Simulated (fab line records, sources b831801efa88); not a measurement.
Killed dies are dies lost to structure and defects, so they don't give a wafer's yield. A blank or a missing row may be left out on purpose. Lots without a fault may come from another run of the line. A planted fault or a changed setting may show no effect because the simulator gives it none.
fab line records | flow gf180mcu | part 1 of 2: steps 1 to 25 of 36
record lots=5 wafers=15 last_day=33
route steps=602 shown V3@440 M4@456
lots that met no fault: from a run of the same line without faults
start_h: hours from the record's first day to the start of the lot's first wafer shown | wait_h: hours since the lot's step before | " the same as in the row above | L1.1+2: a row that stands for several wafers | - no value, or no start given | * or withheld: withheld | < > ~ a bound
route shown NAME@n: a module of which the file shows steps, and the number in the route of the first | usual: mean/standard deviation of fault-free wafers | same: alike in all rows | chamber/n: place in a boat | sites: the reading at each site | _std_site: their standard deviation | _edge_site: outer sites' mean less inner sites' | radius_mm: how far each site lies from the wafer's centre | mask NAME#n: copy n | behind: the tool/chamber that last shaped the wafer | hold: why the lot was held/for how many hours/how that ended | device: the transistor (n, p or np) that didn't switch | end of line: the same wafers' tests at the end of the route | a step without rows: its recipe alone | killed: dies lost to structure and defects at the first sort, not the wafer's yield | map: a wafer's dies, x killed, . not, _ none there
set.NAME: the setting as run; set.NAME@STEP: as run at that earlier step | model.NAME: the simulator's own value behind a step, which no gauge read
lots at some steps of the route; a table a step, a row a wafer
services: from which hour (start_h, from the record's first day; less than 0 if before it) a tool's chamber was out of use, for how many hours, and why
## steps
# step GF_V3_EXPOSE_11
# recipe mask_id=Via3 target_cd_nm=260 na=0.68 source_shape=conventional sigma_outer=0.6 dose_mj=38
# columns lot.wafer tool chamber start_h wait_h mask
L076.1+4+5 krf_scanner-02 0 - - Via3#0
L087.1+2+5 krf_scanner-01 0 - - Via3#0
L088.2+5+6 krf_scanner-02 0 - - Via3#0
L092.2+3+5 krf_scanner-02 0 - - Via3#0
L093.2+3+5 krf_scanner-02 0 - - Via3#0
# step GF_V3_PEB_12
# recipe peb_temp_c=135 peb_time_s=90 resist=KrF
# columns lot.wafer tool chamber start_h wait_h
L076.1+4+5 litho_track-01 0 - -
L087.1+2+5 litho_track-02 0 - -
L088.2+5+6 litho_track-01 0 - -
L092.2+3+5 litho_track-04 0 - -
L093.2+3+5 litho_track-02 0 - -
# step GF_V3_DEVELOP_13
# recipe develop_time_s=60 resist=KrF dev_temp_c=21
# columns lot.wafer tool chamber start_h wait_h
L076.1+4+5 litho_track-01 0 528.77 0.2
L087.1+2+5 litho_track-02 0 624.42 0.2
L088.2+5+6 litho_track-01 0 629.10 0.2
L092.2+3+5 litho_track-04 0 657.23 0.2
L093.2+3+5 litho_track-02 0 663.29 0.2
# step GF_V3_CD_MEAS_14
# recipe target_cd_nm=260
# usual cd_nm=260.1/1.3
# columns lot.wafer tool chamber start_h wait_h cd_nm
L076.1 cd_sem-02 - 528.92 0.1 259.6
L076.4 " - " " 260.5
L076.5 " - " " 260.0
L087.1 cd_sem-01 - 624.57 0.1 259.8
L087.2 " - " " 259.7
L087.5 " - " " 259.5
L088.2 cd_sem-02 - 629.24 0.1 259.4
L088.5 " - " " 259.5
L088.6 " - " " 260.3
L092.2 cd_sem-01 - 657.37 0.1 260.2
L092.3 " - " " 260.2
L092.5 " - " " 261.0
L093.2 cd_sem-02 - 663.44 0.1 262.0
L093.3 " - " " 261.4
L093.5 " - " " 261.9
# step GF_V3_OVL_MEAS_15
# usual V3_OVL=1/5.5
# columns lot.wafer tool chamber start_h wait_h V3_OVL[nm]
L076.1 overlay-02 - 529.04 0.1 10
L076.4 " - " " 8
L076.5 " - " " -3
L087.1 overlay-02 - 624.69 0.1 -3
L087.2 " - " " 7
L087.5 " - " " -4
L088.2 overlay-02 - 629.35 0.1 7
L088.5 " - " " -2
L088.6 " - " " 3
L092.2 overlay-02 - 657.48 0.1 12
L092.3 " - " " 5
L092.5 " - " " 8
L093.2 overlay-01 - 663.54 0.1 -7
L093.3 " - " " -2
L093.5 " - " " 7
# step GF_V3_ETCH_16
# recipe chemistry=N2/H2 target_depth_a=withheld overetch_a=withheld time_s=withheld target=BARC ion_energy_ev=200 source_w=500 bias_w=100 pressure_mtorr=30 n2_flow_sccm=100 h2_flow_sccm=200
# usual drypump_motor_current_A=6.0/0.49 oes_product_au=0.854/0.0046 rf_fwd_power_W=495.0/2.1 throttle_valve_pct=13.226/0.0084
# columns lot.wafer tool chamber start_h wait_h drypump_motor_current_A oes_product_au rf_fwd_power_W throttle_valve_pct
L076.1 rie_diel-01 3 529.08 0.0 6.1 0.850 498.3 13.231
L076.4 " 0 " " 6.2 0.863 493.9 13.224
L076.5 " 3 " " 6.1 0.860 500.4 13.229
L087.1 rie_diel-01 3 624.72 0.0 6.1 0.850 496.8 13.228
L087.2 " 2 " " 6.4 0.855 496.1 13.217
L087.5 " 3 " " 6.1 0.852 495.6 13.209
L088.2 rie_diel-01 3 629.38 0.0 6.1 0.854 497.6 13.226
L088.5 " 3 " " 6.1 0.855 496.3 13.225
L088.6 " 0 " " 6.2 0.856 491.9 13.236
L092.2 rie_diel-03 3 657.51 0.0 4.9 0.859 492.9 13.230
L092.3 " 0 " " 6.7 0.855 496.3 13.242
L092.5 " 1 " " 6.1 0.851 494.8 13.225
L093.2 rie_diel-01 1 663.57 0.0 6.4 0.857 498.4 13.222
L093.3 " 3 " " 6.1 0.859 496.5 13.230
L093.5 " 3 " " 6.1 0.856 497.4 13.220
# step GF_V3_ETCH_17
# recipe chemistry=C4F8/O2/Ar mask_material=KrF target=SiO2 stop_on=TiN source_w=1500 bias_w=1200 pressure_mtorr=40 c4f8_flow_sccm=withheld O2_flow_sccm=6 Ar_flow_sccm=300 time_s=withheld target_depth_a=6350
# usual oes_product_au=0.856/0.0044 rf_fwd_power_W=1492/5.3
# columns lot.wafer tool chamber start_h wait_h oes_product_au rf_fwd_power_W
L076.1 rie_diel-01 3 - - 0.850 1494
L076.4 " 0 " " 0.852 1487
L076.5 " 3 " " 0.854 1502
L087.1 rie_diel-01 3 - - 0.857 1499
L087.2 " 2 " " 0.860 1493
L087.5 " 3 " " 0.847 1498
L088.2 rie_diel-01 3 - - 0.854 1502
L088.5 " 3 " " 0.847 1492
L088.6 " 0 " " 0.859 1494
L092.2 rie_diel-03 3 - - 0.861 1486
L092.3 " 0 " " 0.859 1495
L092.5 " 1 " " 0.858 1491
L093.2 rie_diel-01 1 - - 0.861 1501
L093.3 " 3 " " 0.857 1494
L093.5 " 3 " " 0.848 1492
# step GF_V3_STRIP_18
# recipe chemistry=O2/N2 power_w=1400 pressure_mtorr=1500 platen_temp_c=250 o2_flow_sccm=3000 n2_flow_sccm=300 overash_fraction=0.5
# usual drypump_motor_current_A=6.0/0.55 heater_power_w=354/55 o2_flow_sccm=3001/9.4 oes_product_au=0.592/0.0051
# columns lot.wafer tool chamber start_h wait_h drypump_motor_current_A heater_power_w o2_flow_sccm oes_product_au rf_hours_counter_h
L076.1 plasma_asher-03 1 529.21 - 6.0 277 3012 0.599 81
L076.4 " 1 " " 6.0 290 3009 0.600 -
L076.5 " 1 " " 6.0 278 3004 0.591 -
L087.1 plasma_asher-03 0 624.85 - 6.1 348 3009 0.584 90
L087.2 " 1 " " 6.0 283 3000 0.586 90
L087.5 " 1 " " 6.0 287 2998 0.601 -
L088.2 plasma_asher-03 0 629.51 - 6.1 340 3004 0.590 91
L088.5 " 1 " " 6.0 288 2994 0.590 -
L088.6 " 0 " " 6.1 338 3008 0.587 -
L092.2 plasma_asher-01 1 657.64 - 6.2 404 3014 0.586 61
L092.3 " 0 " " 6.7 326 3000 0.589 -
L092.5 " 0 " " 6.7 326 2997 0.592 -
L093.2 plasma_asher-03 1 663.70 - 6.0 282 2995 0.594 95
L093.3 " 0 " " 6.1 344 3019 0.593 -
L093.5 " 0 " " 6.1 336 3002 0.591 -
# step GF_V3_STRIP_19
# recipe chemistry=post_etch_residue_remover time_s=1200 temp_c=72.5
# columns lot.wafer tool chamber start_h wait_h
L076.1+4+5 wet_bench-02 2 529.31 0.1
L087.1+2+5 wet_bench-01 1 624.95 0.1
L088.2+5+6 wet_bench-04 1 629.61 0.1
L092.2+3+5 wet_bench-04 3 657.75 0.1
L093.2+3+5 wet_bench-04 2 663.80 0.1
# step GF_V3_CLEAN_20
# recipe chemistry=DIW dry=n2_spin
# columns lot.wafer tool chamber start_h wait_h
L076.1+4+5 wet_bench-01 3 529.65 0.0
L087.1+2+5 wet_bench-04 2 625.29 0.0
L088.2+5+6 wet_bench-02 0 629.95 0.0
L092.2+3+5 wet_bench-01 1 658.09 0.0
L093.2+3+5 wet_bench-01 0 664.14 0.0
# step GF_V3_SPUTTER_21
# recipe material=Ti target_thk_nm=15 chamber_pressure_pa=5 power_w=2500 substrate_temp_c=200 time_s=80.02
# usual chamber_pressure_pa=5.001/0.0096 substrate_temp_c=200.01/0.15 throttle_valve_pct=30.4/0.78
# columns lot.wafer tool chamber start_h wait_h chamber_pressure_pa substrate_temp_c throttle_valve_pct
L076.1 pvd_sputter-01 - 529.75 0.0 4.996 200.10 30.2
L076.4 " - " " 5.013 200.07 30.5
L076.5 " - " " 5.001 199.68 30.2
L087.1 pvd_sputter-01 - 625.39 0.0 4.993 199.93 31.1
L087.2 " - " " 5.006 200.00 30.5
L087.5 " - " " 4.994 199.79 31.2
L088.2 pvd_sputter-04 - 630.05 0.0 4.996 200.20 30.9
L088.5 " - " " 5.008 200.28 30.9
L088.6 " - " " 4.989 199.99 29.2
L092.2 pvd_sputter-02 - 658.19 0.0 5.000 199.70 31.7
L092.3 " - " " 5.012 199.99 28.7
L092.5 " - " " 4.995 199.94 31.4
L093.2 pvd_sputter-04 - 664.25 0.0 5.007 199.97 30.9
L093.3 " - " " 4.996 199.77 30.8
L093.5 " - " " 4.993 199.88 30.7
# step GF_V3_SPUTTER_22
# recipe material=TiN target_thk_nm=10 chamber_pressure_pa=5 power_w=4000 time_s=40
# usual chamber_pressure_pa=5.001/0.01 throttle_valve_pct=30.4/0.8
# columns lot.wafer tool chamber start_h wait_h chamber_pressure_pa throttle_valve_pct
L076.1 pvd_sputter-01 - 529.81 0.0 5.015 30.5
L076.4 " - " " 4.998 30.3
L076.5 " - " " 4.996 30.4
L087.1 pvd_sputter-01 - 625.46 0.0 4.989 31.2
L087.2 " - " " 5.019 30.3
L087.5 " - " " 4.989 31.2
L088.2 pvd_sputter-04 - 630.11 0.0 5.002 30.9
L088.5 " - " " 5.021 30.8
L088.6 " - " " 5.001 29.3
L092.2 pvd_sputter-02 - 658.25 0.0 5.006 31.5
L092.3 " - " " 5.004 28.9
L092.5 " - " " 4.991 31.5
L093.2 pvd_sputter-04 - 664.31 0.0 5.012 30.8
L093.3 " - " " 4.984 30.8
L093.5 " - " " 5.002 30.5
# step GF_V3_CVD_23
# recipe material=W target_thk_nm=350 time_s=104.9 temp_c=400 pressure_torr=40
# usual heater_power_w=887/57
# columns lot.wafer tool chamber start_h wait_h heater_power_w
L076.1 cvd_w-01 1 529.85 0.0 936
L076.4 " 0 " " 924
L076.5 " 1 " " 911
L087.1 cvd_w-02 0 625.49 0.0 820
L087.2 " 1 " " 838
L087.5 " 1 " " 836
L088.2 cvd_w-01 1 630.15 0.0 940
L088.5 " 0 " " 958
L088.6 " 1 " " 907
L092.2 cvd_w-01 0 658.29 0.0 960
L092.3 " 0 " " 966
L092.5 " 1 " " 930
L093.2 cvd_w-02 0 664.35 0.0 805
L093.3 " 0 " " 803
L093.5 " 0 " " 808
# step GF_V3_RS_MEAS_24
# recipe thk_meas_gauge=four-point-probe reads=W_of_V3_CVD_23+TiN_of_V3_SPUTTER_22+Ti_of_V3_SPUTTER_21
# usual V3_W_RS=0.325/0.0035
# columns lot.wafer tool chamber start_h wait_h V3_W_RS[ohm/sq]
L076.1 film_metro-02 - 529.96 0.1 0.319
L076.4 " - " " 0.321
L076.5 " - " " 0.323
L087.1 film_metro-04 - 625.61 0.1 0.326
L087.2 " - " " 0.328
L087.5 " - " " 0.328
L088.2 film_metro-02 - 630.28 0.1 0.322
L088.5 " - " " 0.324
L088.6 " - " " 0.322
L092.2 film_metro-04 - 658.42 0.1 0.327
L092.3 " - " " 0.327
L092.5 " - " " 0.329
L093.2 film_metro-03 - 664.49 0.1 0.330
L093.3 " - " " 0.330
L093.5 " - " " 0.330
# step GF_V3_THK_MEAS_25
# recipe thk_meas_gauge=xrf reads=W_of_V3_CVD_23
# usual V3_W_THK=343/6.2
# columns lot.wafer tool chamber start_h wait_h V3_W_THK[nm]
L076.1 film_metro-02 - 530.08 0.1 354
L076.4 " - " " 351
L076.5 " - " " 350
L087.1 film_metro-04 - 625.73 0.1 336
L087.2 " - " " 335
L087.5 " - " " 337
L088.2 film_metro-02 - 630.39 0.1 348
L088.5 " - " " 344
L088.6 " - " " 346
L092.2 film_metro-04 - 658.53 0.1 339
L092.3 " - " " 340
L092.5 " - " " 336
L093.2 film_metro-03 - 664.60 0.1 340
L093.3 " - " " 340
L093.5 " - " " 339
# step GF_V3_CMP_26
# recipe stop_on=SiO2 down_force_psi=3.5 platen_rpm=60 t_overpolish_s=15 target_thk_nm=0 pad_velocity_m_s=0.94248
# usual motor_current_A=10.7/1.2 overpolish_run_s=15.000/0.009 time_to_endpoint_s=85/3.3
# columns lot.wafer tool chamber start_h wait_h motor_current_A overpolish_run_s time_to_endpoint_s
L076.1 cmp-01 0 530.19 0.1 13.2 14.986 88
L076.4 " 1 " " 10.8 14.992 90
L076.5 " 0 " " 12.8 14.996 86
L087.2 cmp-02 0 625.84 0.1 10.9 14.989 85
L087.1 " 2 " " 11.8 15.002 85
L087.5 " 0 " " 10.6 15.007 85
L088.2 cmp-01 1 630.45 0.0 10.5 14.999 90
L088.6 " 1 " " 11.1 15.005 90
L088.5 " 2 " " 10.8 15.000 86
L092.2 cmp-02 1 658.63 0.1 9.7 14.996 89
L092.3 " 2 " " 11.4 14.987 83
L092.5 " 0 " " 10.8 15.006 83
L093.3 cmp-02 1 664.65 0.0 10.0 14.995 87
L093.2 " 3 " " 10.2 14.985 79
L093.5 " 2 " " 11.9 14.988 82
# step GF_M4_SPUTTER_00
# recipe material=Ti target_thk_nm=37.5 arriving_ion_energy_ev=80 substrate_temp_c=200 chamber_pressure_pa=2 power_w=4000 time_s=150
# usual chamber_pressure_pa=2.000/0.0038 substrate_temp_c=199.98/0.17 throttle_valve_pct=30.2/0.9
# columns lot.wafer tool chamber start_h wait_h chamber_pressure_pa substrate_temp_c throttle_valve_pct
L076.1 pvd_sputter-03 - 530.44 0.2 1.999 199.95 31.0
L076.4 " - " " 2.003 199.80 30.0
L076.5 " - " " 1.994 200.06 30.8
L087.1 pvd_sputter-02 - 626.09 0.1 2.000 199.68 30.7
L087.2 " - " " 2.000 200.18 29.6
L087.5 " - " " 1.997 199.92 31.5
L088.2 pvd_sputter-01 - 630.75 0.2 1.998 200.02 30.3
L088.5 " - " " 2.000 200.23 30.5
L088.6 " - " " 1.998 199.93 30.5
L092.2 pvd_sputter-02 - 658.88 0.2 1.999 200.19 29.7
L092.3 " - " " 1.995 199.84 30.6
L092.5 " - " " 1.999 199.83 30.6
L093.2 pvd_sputter-03 - 664.95 0.1 1.997 199.74 30.9
L093.3 " - " " 1.997 200.06 30.4
L093.5 " - " " 2.002 199.90 28.6
# step GF_M4_SPUTTER_01
# recipe material=TiN target_thk_nm=30 power_w=6500 time_s=25 chamber_pressure_pa=0.4
# usual chamber_pressure_pa=0.3999/0.00072 throttle_valve_pct=30.2/0.89
# columns lot.wafer tool chamber start_h wait_h chamber_pressure_pa throttle_valve_pct
L076.1 pvd_sputter-03 - 530.54 0.1 0.4014 31.0
L076.4 " - " " 0.4002 29.7
L076.5 " - " " 0.4004 31.1
L087.1 pvd_sputter-02 - 626.19 0.1 0.4004 30.6
L087.2 " - " " 0.4002 29.8
L087.5 " - " " 0.3986 31.6
L088.2 pvd_sputter-01 - 630.85 0.1 0.4004 30.2
L088.5 " - " " 0.4008 30.2
L088.6 " - " " 0.3999 30.3
L092.2 pvd_sputter-02 - 658.98 0.1 0.3982 29.6
L092.3 " - " " 0.3996 30.4
L092.5 " - " " 0.3998 30.5
L093.2 pvd_sputter-03 - 665.05 0.1 0.3990 31.0
L093.3 " - " " 0.4010 30.6
L093.5 " - " " 0.3999 28.3
# step GF_M4_SPUTTER_02
# recipe material=AlCu target_thk_nm=450 power_w=10600 time_s=23.9 chamber_pressure_pa=0.4
# usual chamber_pressure_pa=0.3999/0.00072 throttle_valve_pct=30.2/0.87
# columns lot.wafer tool chamber start_h wait_h chamber_pressure_pa throttle_valve_pct
L076.1 pvd_sputter-03 - 530.57 0.0 0.3993 31.1
L076.4 " - " " 0.3997 29.7
L076.5 " - " " 0.4002 31.0
L087.1 pvd_sputter-02 - 626.22 0.0 0.3991 30.3
L087.2 " - " " 0.3990 29.7
L087.5 " - " " 0.3990 31.6
L088.2 pvd_sputter-01 - 630.88 0.0 0.3984 30.0
L088.5 " - " " 0.3989 30.0
L088.6 " - " " 0.4004 30.3
L092.2 pvd_sputter-02 - 659.01 0.0 0.3991 29.8
L092.3 " - " " 0.4007 30.5
L092.5 " - " " 0.4006 30.6
L093.2 pvd_sputter-03 - 665.08 0.0 0.4002 30.7
L093.3 " - " " 0.3995 30.5
L093.5 " - " " 0.4001 28.2
# step GF_M4_SPUTTER_03
# recipe material=Ti target_thk_nm=10 substrate_temp_c=300 chamber_pressure_pa=0.3 power_w=3000 time_s=6.7
# usual chamber_pressure_pa=0.3000/0.00065 substrate_temp_c=300.01/0.19 throttle_valve_pct=30.2/0.91
# columns lot.wafer tool chamber start_h wait_h chamber_pressure_pa substrate_temp_c throttle_valve_pct
L076.1 pvd_sputter-03 - 530.60 0.0 0.3008 300.01 31.2
L076.4 " - " " 0.3004 299.83 29.8
L076.5 " - " " 0.3008 300.09 31.1
L087.1 pvd_sputter-02 - 626.25 0.0 0.3005 300.05 30.8
L087.2 " - " " 0.2997 300.10 29.5
L087.5 " - " " 0.2995 300.02 31.4
L088.2 pvd_sputter-01 - 630.91 0.0 0.2988 299.72 30.1
L088.5 " - " " 0.2994 300.15 30.3
L088.6 " - " " 0.3002 299.91 30.2
L092.2 pvd_sputter-02 - 659.04 0.0 0.2997 299.72 29.6
L092.3 " - " " 0.3006 300.06 30.6
L092.5 " - " " 0.3005 299.82 30.5
L093.2 pvd_sputter-03 - 665.11 0.0 0.2999 300.03 31.0
L093.3 " - " " 0.2997 299.94 30.3
L093.5 " - " " 0.3006 300.16 28.4
# step GF_M4_SPUTTER_04
# recipe material=TiN target_thk_nm=50 power_w=6500 time_s=41.7 chamber_pressure_pa=0.4
# usual chamber_pressure_pa=0.4001/0.00077 throttle_valve_pct=30.2/0.89
# columns lot.wafer tool chamber start_h wait_h chamber_pressure_pa throttle_valve_pct
L076.1 pvd_sputter-03 - 530.62 0.0 0.4009 31.1
L076.4 " - " " 0.4008 29.7
L076.5 " - " " 0.4007 30.9
L087.1 pvd_sputter-02 - 626.27 0.0 0.3999 30.4
L087.2 " - " " 0.3999 29.4
L087.5 " - " " 0.3988 31.6
L088.2 pvd_sputter-01 - 630.93 0.0 0.4010 30.2
L088.5 " - " " 0.4010 30.1
L088.6 " - " " 0.4018 30.3
L092.2 pvd_sputter-02 - 659.06 0.0 0.3998 29.8
L092.3 " - " " 0.4017 30.5
L092.5 " - " " 0.4010 30.5
L093.2 pvd_sputter-03 - 665.13 0.0 0.3999 31.0
L093.3 " - " " 0.3982 30.3
L093.5 " - " " 0.4005 28.7
# step GF_M4_RS_MEAS_05
# recipe thk_meas_gauge=four-point-probe reads=TiN_of_M4_SPUTTER_04+Ti_of_M4_SPUTTER_03+AlCu_of_M4_SPUTTER_02+TiN_of_M4_SPUTTER_01+Ti_of_M4_SPUTTER_00
# usual M4_ALCU_RS=0.0695/0.00086
# columns lot.wafer tool chamber start_h wait_h M4_ALCU_RS[ohm/sq]
L076.1 film_metro-02 - 530.66 0.0 0.0683
L076.4 " - " " 0.0692
L076.5 " - " " 0.0684
L087.1 film_metro-02 - 626.31 0.0 0.0691
L087.2 " - " " 0.0692
L087.5 " - " " 0.0684
L088.2 film_metro-02 - 630.99 0.0 0.0707
L088.5 " - " " 0.0707
L088.6 " - " " 0.0693
L092.2 film_metro-02 - 659.12 0.0 0.0682
L092.3 " - " " 0.0687
L092.5 " - " " 0.0688
L093.2 film_metro-01 - 665.28 0.1 0.0694
L093.3 " - " " 0.0696
L093.5 " - " " 0.0696
# step GF_M4_THK_MEAS_06
# recipe thk_meas_gauge=xrf reads=AlCu_of_M4_SPUTTER_02
# usual M4_ALCU_THK=451/6.6
# columns lot.wafer tool chamber start_h wait_h M4_ALCU_THK[nm]
L076.1 film_metro-02 - 530.78 0.1 459
L076.4 " - " " 455
L076.5 " - " " 458
L087.1 film_metro-02 - 626.43 0.1 455
L087.2 " - " " 457
L087.5 " - " " 461
L088.2 film_metro-02 - 631.10 0.1 444
L088.5 " - " " 446
L088.6 " - " " 453
L092.2 film_metro-02 - 659.23 0.1 458
L092.3 " - " " 457
L092.5 " - " " 456
L093.2 film_metro-01 - 665.39 0.1 449
L093.3 " - " " 447
L093.5 " - " " 450
# step GF_M4_DEHYDRATE_07
# recipe temp_c=200 time_s=60
# columns lot.wafer tool chamber start_h wait_h
L076.1+4+5 litho_track-04 0 541.91 11.1
L087.1+2+5 litho_track-03 0 635.76 9.3
L088.2+5+6 litho_track-04 0 640.58 9.5
L092.2+3+5 litho_track-04 0 668.08 8.8
L093.2+3+5 litho_track-03 0 674.38 9.0
# step GF_M4_HMDS_08
# recipe prime_time_s=60 prime_temp_c=120
# columns lot.wafer tool chamber start_h wait_h
L076.1+4+5 litho_track-04 0 542.06 0.1
L087.1+2+5 litho_track-03 0 635.91 0.1
L088.2+5+6 litho_track-04 0 640.73 0.1
L092.2+3+5 litho_track-04 0 668.23 0.1
L093.2+3+5 litho_track-03 0 674.53 0.1
